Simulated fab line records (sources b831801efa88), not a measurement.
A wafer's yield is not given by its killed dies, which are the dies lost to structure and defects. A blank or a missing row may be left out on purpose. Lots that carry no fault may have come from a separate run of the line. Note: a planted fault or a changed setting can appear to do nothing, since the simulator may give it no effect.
The tool behind it: which one? | flow gf180mcu | 11 lots with 33 wafers sampled at 4 steps, on a route of 602 steps

## WHAT THE GAUGES SHOWED, per wafer
GF_HV_LDD_RS_MEAS_53: measures by four-point-probe.
lot  | measured     | on            | HV_LDD_RS (ohm/sq)
L311 | day 12 19:53 | film_metro-02 | 418.8 418.8 418.6
L313 | day 13 16:40 | film_metro-04 | 417.7 419.2 418.2
L314 | day 14 00:03 | film_metro-04 | 419.6 418.7 418.0
L315 | day 14 03:30 | film_metro-04 | 418.7 419.4 419.8
L316 | day 14 12:44 | film_metro-01 | 419.2 417.9 418.2
L321 | day 16 04:59 | film_metro-02 | - - -
L322 | day 16 12:29 | film_metro-02 | 419.7 420.1 420.9
L324 | day 17 02:40 | film_metro-02 | - - -
L330 | day 19 04:22 | film_metro-01 | 419.4 418.8 419.0
L332 | day 19 22:11 | film_metro-02 | 418.8 418.1 418.5
L333 | day 20 05:33 | film_metro-02 | 420.3 419.0 419.3

## WHICH TOOL RAN EACH LOT (tool, then ch and the chambers of the sampled wafers, then the start)
lot  | GF_LVPWELL_STRIP_10                 | GF_POLY_GATE_ETCH_12               | GF_HV_LDD_IMPLANT_33
L311 | plasma_asher-02 ch 0,1, day 4 03:43 | rie_diel-02 ch 0,1, day 9 15:05    | implanter-04 ch 0, day 12 00:09
L313 | plasma_asher-04 ch 0,1, day 4 14:43 | rie_diel-04 ch 0,3, day 10 08:26   | implanter-01 ch 0, day 12 19:35
L314 | plasma_asher-03 ch 0,1, day 4 19:55 | rie_diel-03 ch 0,1,2, day 10 13:55 | implanter-04 ch 0, day 13 03:10
L315 | plasma_asher-04 ch 0,1, day 5 01:31 | rie_diel-03 ch 0,3, day 10 17:56   | implanter-02 ch 0, day 13 06:10
L316 | plasma_asher-03 ch 1, day 5 08:21   | rie_diel-03 ch 1,2, day 11 02:44   | implanter-01 ch 0, day 13 14:57
L321 | plasma_asher-04 ch 0,1, day 6 09:50 | rie_diel-04 ch 2,3, day 12 14:14   | implanter-01 ch 0, day 15 05:44
L322 | plasma_asher-03 ch 0,1, day 6 17:20 | rie_diel-03 ch 0,1,2, day 12 21:13 | implanter-02 ch 0, day 15 12:51
L324 | plasma_asher-02 ch 0,1, day 7 04:03 | rie_diel-04 ch 0,1,2, day 13 09:14 | implanter-01 ch 0, day 16 03:04
L330 | plasma_asher-04 ch 0,1, day 8 13:34 | rie_diel-04 ch 0,1, day 15 04:41   | implanter-02 ch 0, day 18 03:10
L332 | plasma_asher-02 ch 0,1, day 9 01:04 | rie_diel-03 ch 1,2, day 15 20:05   | implanter-04 ch 0, day 18 21:25
L333 | plasma_asher-02 ch 0,1, day 9 06:40 | rie_diel-02 ch 0,1,3, day 16 02:02 | implanter-02 ch 0, day 19 02:01
- GF_LVPWELL_STRIP_10: strips in O2/N2.
- GF_POLY_GATE_ETCH_12: etches BARC in N2/H2.
- GF_HV_LDD_IMPLANT_33

## AS READ BY THE TOOLS THEMSELVES (means over the sampled wafers that have a number; for cases with no such wafer, the mark the record gives instead)
GF_LVPWELL_STRIP_10.
lot  | tool            | chamber_pressure_mTorr (mTorr) | drypump_motor_current_A (A) | heater_power_w (W) | oes_product_au (a.u.) | platen_temp_c (C) | strip_time_to_endpoint_s (s)
L311 | plasma_asher-02 | 1499.8                         | 6.0                         | 328                | 0.724                 | 250.04            | 36.97
L313 | plasma_asher-04 | 1501.1                         | 5.3                         | 382                | 0.725                 | 250.03            | 36.99
L314 | plasma_asher-03 | 1500.5                         | 5.6                         | 307                | 0.727                 | 250.03            | 36.99
L315 | plasma_asher-04 | 1501.3                         | 5.0                         | 345                | 0.725                 | 249.94            | 37.06
L316 | plasma_asher-03 | 1499.5                         | 5.9                         | 290                | 0.720                 | 249.95            | 37.02
L321 | plasma_asher-04 | 1500.6                         | 5.3                         | 380                | 0.721                 | 249.61            | 37.04
L322 | plasma_asher-03 | 1499.8                         | 5.3                         | 327                | 0.723                 | 249.98            | 36.95
L324 | plasma_asher-02 | 1499.5                         | 6.2                         | 327                | 0.719                 | 249.98            | 37.07
L330 | plasma_asher-04 | 1499.8                         | 4.9                         | 346                | 0.722                 | 249.90            | 37.10
L332 | plasma_asher-02 | 1499.9                         | 6.2                         | 326                | 0.722                 | 249.95            | 36.89
L333 | plasma_asher-02 | 1501.4                         | 6.2                         | 328                | 0.723                 | 250.10            | 36.91

GF_POLY_GATE_ETCH_12.
lot  | tool        | chamber_pressure_mTorr (mTorr) | drypump_motor_current_A (A) | oes_product_au (a.u.) | rf_fwd_power_W (W) | throttle_valve_pct (%)
L311 | rie_diel-02 | 29.981                         | 5.3                         | 0.736                 | 495.4              | 13.212
L313 | rie_diel-04 | 29.996                         | 5.7                         | 0.734                 | 496.7              | 13.214
L314 | rie_diel-03 | 30.006                         | 6.2                         | 0.736                 | 494.8              | 13.211
L315 | rie_diel-03 | 30.010                         | 5.9                         | 0.733                 | 495.4              | 13.209
L316 | rie_diel-03 | 30.015                         | 6.5                         | 0.739                 | 496.7              | 13.218
L321 | rie_diel-04 | 29.997                         | 5.8                         | 0.732                 | 494.9              | 13.220
L322 | rie_diel-03 | 30.004                         | 6.3                         | 0.730                 | 495.2              | 13.214
L324 | rie_diel-04 | 29.993                         | 5.9                         | 0.734                 | 495.9              | 13.210
L330 | rie_diel-04 | 29.982                         | 5.9                         | 0.736                 | 495.8              | 13.221
L332 | rie_diel-03 | 30.012                         | 6.3                         | 0.737                 | 495.7              | 13.218
L333 | rie_diel-02 | 30.018                         | 5.4                         | 0.735                 | 496.3              | 13.210

GF_HV_LDD_IMPLANT_33.
lot  | tool         | beam_on_s (s) | tilt_deg (degrees)
L311 | implanter-04 | 9.87          | 29.978
L313 | implanter-01 | 9.93          | 30.003
L314 | implanter-04 | 9.83          | 30.003
L315 | implanter-02 | 10.12         | 29.982
L316 | implanter-01 | 9.99          | 29.976
L321 | implanter-01 | 9.93          | 31.818
L322 | implanter-02 | 10.13         | 29.945
L324 | implanter-01 | 10.05         | 31.820
L330 | implanter-02 | 10.21         | 30.031
L332 | implanter-04 | 9.92          | 30.007
L333 | implanter-02 | 10.09         | 30.021

## THE ANSWER, worked out from the rows above alone
Rule: what is usual is taken from the lots themselves. The widest of any qualifying gaps counts: lots, ordered by their means at a reading, are off when they make up no more than a third of the lots, leave a main group of 4 or more, and stand apart from it by 3 or more times the standard deviation of that group's means. A main group is skipped when, at the precision printed for the reading in the tables above, its means are all equal. Also off: a lot with no number at a reading for which 4 or more lots have one. All remaining lots with rows at the step are treated as sound. The gauges are gone through in route order, then the tools' own readings, and for those a lot's mean is taken as printed above. The first step at which some lot is off is used, and at that step the reading that is off furthest; a lot without a number counts as furthest.
Off: L321, L324, at GF_HV_LDD_RS_MEAS_53 (HV_LDD_RS). Without a number there: L321, L324. Main group: mean 419.0 ohm/sq, sd 0.58.
If a tool, at a process step before that reading, ran all the lots that are off and no sound lot after the first of them, it fits. The gauges at GF_HV_LDD_RS_MEAS_53 aren't tried: what is off there is off at GF_HV_LDD_IMPLANT_33 too, on other tools, and a gauge's error can't cause that. One candidate fits, namely implanter-01 at GF_HV_LDD_IMPLANT_33. A fault onset in the window from L316 (day 13 14:57, its last sound lot) to L321 (day 15 05:44, its first lot off) fits.
The tool's own readings at GF_HV_LDD_IMPLANT_33 bear it out: on the lots that are off they differ by more than 5 times the standard deviation of the sound lots' means. tilt_deg reads 31.819 degrees there against 29.994 degrees on the sound lots.

## WHAT WAS PUT IN BY THE SIMULATOR
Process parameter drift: implanter-01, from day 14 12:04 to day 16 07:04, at GF_HV_LDD_IMPLANT_33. A move of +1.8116 in setting tilt_deg, from 30. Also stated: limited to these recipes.
Struck lots among those shown: L321, L324. The rule above found the same.
